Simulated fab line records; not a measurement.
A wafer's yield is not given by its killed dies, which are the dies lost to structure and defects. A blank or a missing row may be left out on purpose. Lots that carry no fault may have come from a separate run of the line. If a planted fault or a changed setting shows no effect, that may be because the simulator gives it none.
Which tool did it? | flow sfqLine | route of 325 steps, sampled at 1 step: 14 lots, 42 wafers

== WHAT THE GAUGES READ, wafer by wafer ==
Not one reading of a measure or inspect step in the record can be checked against a usual standard deviation.

== WHAT TOOL EACH LOT RAN ON (gives the tool, then ch and the chambers of the sampled wafers, and finally the start) ==
lot  | SFQ_TRILAYER_I4_CMP_CMP_100
L961 | cmp-01 ch 1,2,3, day 40 16:08
L962 | cmp-02 ch 0,3, day 40 18:48
L963 | cmp-01 ch 0,1,3, day 45 20:27
L964 | cmp-02 ch 0,2,3, day 46 02:45
L965 | cmp-01 ch 1,2,3, day 46 21:27
L967 | cmp-02 ch 0,1,3, day 47 22:09
L968 | cmp-01 ch 0,1,2, day 48 04:32
L969 | cmp-01 ch 0,2,3, day 48 21:58
L971 | cmp-02 ch 0,1,2, day 49 09:28
L973 | cmp-02 ch 2,3, day 51 06:04
L975 | cmp-01 ch 0,1,3, day 51 17:37
L976 | cmp-01 ch 0,2, day 51 20:07
L978 | cmp-02 ch 0,1,3, day 52 00:34
L979 | cmp-02 ch 0,1,2, day 52 06:04
- SFQ_TRILAYER_I4_CMP_CMP_100: polishes SiO2.

== WHAT THE TOOLS THEMSELVES READ (means of the sampled wafers that have a number; where no wafer has one, the mark that the record gives instead) ==
SFQ_TRILAYER_I4_CMP_CMP_100. Usual: motorCurrentA 10.0 A, standard deviation 1; timeToEndpointS 211 s, standard deviation 6.8.
lot  | tool   | motorCurrentA (A) | timeToEndpointS (s) | flag
L961 | cmp-01 | 9.1               | 211                 | 
L962 | cmp-02 | 9.6               | 208                 | 
L963 | cmp-01 | 9.4               | 206                 | 
L964 | cmp-02 | 10.5              | 216                 | 
L965 | cmp-01 | 9.1               | 204                 | 
L967 | cmp-02 | 10.5              | 215                 | 
L968 | cmp-01 | 9.3               | 214                 | 
L969 | cmp-01 | 9.6               | 214                 | 
L971 | cmp-02 | 10.4              | 220                 | 
L973 | cmp-02 | 11.5              | 208                 | 
L975 | cmp-01 | 9.3               | 180                 | OFF
L976 | cmp-01 | 9.6               | 185                 | OFF
L978 | cmp-02 | 10.3              | 207                 | 
L979 | cmp-02 | 10.6              | 207                 | 

== THE ANSWER, worked out from the rows above alone ==
Rule: a lot is off if the mean of its wafers that have a number lies more than 3 standard deviations from the usual mean. A lot without any number at a reading at which 4 lots or more have one is off too. The other lots that the step has rows for count as sound. First the gauges in route order, then the tools' own readings, where a lot's mean is used as printed above. At the first step where some lot is off, the reading lying furthest off is the one used; lots without a number count as furthest.
Off at SFQ_TRILAYER_I4_CMP_CMP_100 (timeToEndpointS): L975, L976.
A tool fits if, at that step or a process step before it, it ran every lot that is off, and no sound lot after the first of them. One fits: cmp-01 at SFQ_TRILAYER_I4_CMP_CMP_100. A fault onset in the window from L969 (day 48 21:58, its last sound lot) to L975 (day 51 17:37, its first lot off) fits.
On the lots that are off, the tool's own readings at SFQ_TRILAYER_I4_CMP_CMP_100 differ by more than 5 times the standard deviation of the sound lots' means, which bears it out; timeToEndpointS reads 182 s there versus 211 s on the sound lots.

== WHAT THE SIMULATOR HAD PUT IN ==
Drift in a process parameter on cmp-01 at SFQ_TRILAYER_I4_CMP_CMP_100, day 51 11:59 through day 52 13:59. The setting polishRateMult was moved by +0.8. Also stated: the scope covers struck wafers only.
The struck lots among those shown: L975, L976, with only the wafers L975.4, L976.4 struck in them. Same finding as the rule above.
